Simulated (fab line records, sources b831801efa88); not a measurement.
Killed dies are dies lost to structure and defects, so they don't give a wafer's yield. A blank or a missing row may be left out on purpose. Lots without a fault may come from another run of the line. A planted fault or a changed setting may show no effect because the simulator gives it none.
A struck lot beside a sound one | flow sky130 | 24 steps out of a route of 708
Sound: wafers L653.3, L653.5, L653.6. Struck: wafers L662.4, L662.5, L662.6. The cause comes at the end.
At each step with rows: each side's tool, then ch and its chambers, then its first start. Under that, the readings that differ: sound wafers | struck wafers | difference of the means | sigmas: that difference in standard deviations of wafers without a fault.
alike: readings whose means differ by less than 2 such deviations, and words and numbers that are the same on both sides. not compared: withheld readings, readings that some wafer has no value for, bounds like >300 that may hide the same value, and numbers for which the record gives no deviation and whose values overlap.
The two part at a step that has a row with sigmas, a row that says differs or no value, or rows on one side only. Numbers that don't overlap but have no deviation are shown without sigmas and don't part them. A reading that every wafer of one side lacks parts them only if that side has two wafers or more.

first, 2 steps without rows for these wafers: SKY_POLY_GATE_CLEAN_19 (cleans in SC1/SC2, time 150 s); SKY_POLY_GATE_OXIDATION_20 (stabilise 600 s, purge 300 s, target thk 4 nm).
SKY_POLY_GATE_THK_MEAS_21:
  sound on film_metro-01, day 17 03:20; struck on film_metro-03, day 21 01:44
  alike: POLY_GATE_OXIDATION_THK
SKY_POLY_GATE_CD_MEAS_22:
  sound on cd_sem-01, day 17 03:26; struck on cd_sem-01, day 21 01:52
  alike: cd_nm
then, 7 steps without rows for these wafers: SKY_LDD_N_DEHYDRATE_00 (time 60 s); SKY_LDD_N_HMDS_01 (prime time 60 s); SKY_LDD_N_COAT_02 (resist thk 300 nm); SKY_LDD_N_SOFTBAKE_03 (time 60 s); SKY_LDD_N_EXPOSE_04 (exposes mask NTM, target cd 840 nm); SKY_LDD_N_PEB_05; SKY_LDD_N_DEVELOP_06 (develop time 60 s).
SKY_LDD_N_OVL_MEAS_07:
  sound on overlay-02, day 18 08:02; struck on overlay-02, day 22 09:09
  alike: LDD_N_OVL
SKY_LDD_N_IMPLANT_08:
  sound on implanter-01 ch 0, day 18 08:07; struck on implanter-04 ch 0, day 22 09:14
  reading            | sound                         | struck                           | difference  | sigmas
  beam_on_s (s)      | 10.06 9.95 9.96               | 17.66 16.98 17.59                | +7.42       | +39
  dose_ions_cm2      | 7.487e+13 7.492e+13 7.491e+13 | 1.4699e+14 1.4671e+14 1.4685e+14 | +7.1950e+13 | +99 or more
  faraday_current_uA | 420 424 422                   | 468 486 472                      | +53         | +7
then, 7 steps without rows for these wafers: SKY_LDD_N_IMPLANT_09; SKY_LDD_N_IMPLANT_10; SKY_LDD_N_IMPLANT_11; SKY_LDD_N_IMPLANT_12; SKY_LDD_N_IMPLANT_13; SKY_LDD_N_IMPLANT_14; SKY_LDD_N_IMPLANT_15.
SKY_LDD_N_STRIP_16: strips in O2/N2.
  sound on plasma_asher-01 ch 0,1, day 18 13:08; struck on plasma_asher-02 ch 0,1, day 22 10:24
  reading                      | sound             | struck            | difference | sigmas
  strip_time_to_endpoint_s (s) | 4.320 4.313 4.319 | 4.535 4.524 4.528 | +0.212     | +15
  alike: drypump_motor_current_A, n2_flow_sccm, oes_product_au
  not compared: rf_hours_counter_h
SKY_LDD_N_TW_MEAS_17:
  sound on film_metro-01, day 18 13:13; struck on film_metro-03, day 22 10:29
  reading  | sound          | struck         | difference | sigmas
  LDD_N_TW | 2534 2543 2533 | 2672 2664 2647 | +124       | +7
then, 1 step without rows for these wafers: SKY_LDD_P_DEHYDRATE_00 (time 60 s).
-- the record jumps here: 26 days lie between the struck wafers' starts before and after (it left off in module LDD_P and takes up again in module PAD_OPEN, whose first step shown is number 708 of the route) --
SKY_PAD_OPEN_PROBE_99:
  sound on prober-01, day 46 08:05; struck on prober-02, day 48 20:24
  reading                                | sound                | struck               | difference | sigmas
  model.etest.tip_n.rs_ohm_sq            | 444.2 446.8 445.1    | 387.4 390.2 388.6    | -56.6      |
  model.etest.nfet_01v8_lvt.vt_sat_v (V) | 0.5323 0.5527 0.5426 | 0.5049 0.4995 0.4916 | -0.0439    |
  model.etest.nfet_01v8.vt_sat_v (V)     | 0.6555 0.6633 0.6567 | 0.6325 0.6231 0.618  | -0.0340    |
  alike: killed_at_M0_to_M3, killed_at_M4_up, killed_at_contacts, killed_at_front_end, killed_at_other, killed_dies, killed_open, killed_short

WHERE THEY PART
First at SKY_LDD_N_IMPLANT_08; last, within this record, at SKY_LDD_N_TW_MEAS_17. Later steps at which nothing parts them and some readings are alike: SKY_PAD_OPEN_PROBE_99.

WHY: what the simulator had put in
Process parameter drift: implanter-04, from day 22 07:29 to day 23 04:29, at SKY_LDD_N_IMPLANT_08. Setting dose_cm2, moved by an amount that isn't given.
